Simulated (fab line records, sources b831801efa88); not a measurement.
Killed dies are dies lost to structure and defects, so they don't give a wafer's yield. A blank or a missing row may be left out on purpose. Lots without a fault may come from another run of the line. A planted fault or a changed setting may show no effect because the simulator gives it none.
One fault seen from 2 desks | flow sky130 | each desk has only its own numbers; what lay behind them comes last

THE METROLOGY DESK
What the gauges read, lot by lot, whatever tool the lot ran on: means of the sampled wafers that have a number. A lot is out of limits, marked OUT, if its mean lies more than 4 standard deviations from the usual mean; the brackets give that distance.
Columns: A = SD_N_TW at SKY_SD_N_TW_MEAS_12, usual 4030; B = SD_N_RS at SKY_SD_N_RS_MEAS_16, usual 68.58 ohm/sq
lot  | first seen here | A    | B
L137 | day 27 17:32    | 4043 | 68.43
L138 | day 28 04:05    | 4047 | 68.50
L139 | day 28 10:51    | 4008 | 68.70
L140 | day 28 23:55    | 4074 | 68.51
L141 | day 29 12:30    | 4074 | 68.61
L146 | day 31 14:42    | 4014 | 68.67
L147 | day 31 15:08    | 4028 | 68.69
L148 | day 32 00:06    | 4049 | 68.42
L153 | day 33 09:26    | 4043 | 68.76
L155 | day 34 04:50    | 3982 | 68.54
L156 | day 34 16:32    | 3997 | 68.57
L160 | day 35 07:36    | 3945 | 68.47
L159 | day 35 09:33    | 4078 | 68.37
This desk's finding: nothing out of limits on any of the 13 lots.

THE TOOL OWNER'S DESK: litho_track-03
The tool's own readings at SKY_METAL5_DEVELOP_13 (develop time 60 s): means of the sampled wafers that have a number, for each lot that ran on this tool. A lot is out of limits, marked OUT, if its mean lies more than 4 standard deviations from the usual mean; the brackets give that distance.
Columns: A = chill_plate_temp_C at SKY_METAL5_DEVELOP_13, usual 23.00 C; B = developer_temp_C at SKY_METAL5_DEVELOP_13, usual 23.02 C; C = resist_line_temp_C at SKY_METAL5_DEVELOP_13, usual 23.01 C
lot  | first seen here | A     | B               | C
L138 | day 43 21:55    | 22.93 | 23.10           | 23.17
L147 | day 46 14:38    | 22.86 | 25.28 (+23) OUT | 23.01
L148 | day 46 22:34    | 23.15 | 25.37 (+23) OUT | 23.01
L159 | day 49 09:28    | 22.83 | 23.15           | 23.15
This desk's finding: out of limits on L147, L148; first on L147, day 46 14:38 (developer_temp_C at SKY_METAL5_DEVELOP_13). In limits: L138, L159.

PUT TOGETHER
The tool owner's desk could have raised an alarm at day 46 14:38, on L147, L148.
The metrology desk saw nothing out of limits.
The metrology desk has L147, L148 on record, within its limits.
Of the lots named, all ran SKY_METAL5_DEVELOP_13 on litho_track-03.

WHAT THE SIMULATOR HAD PUT IN
Process parameter drift: litho_track-03, from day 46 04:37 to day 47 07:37, at SKY_METAL5_DEVELOP_13. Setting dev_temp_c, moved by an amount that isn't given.
Lots struck among those shown: L147, L148.
Hours from the fault's start to each desk's first reading out of limits: the tool owner's desk, 10.
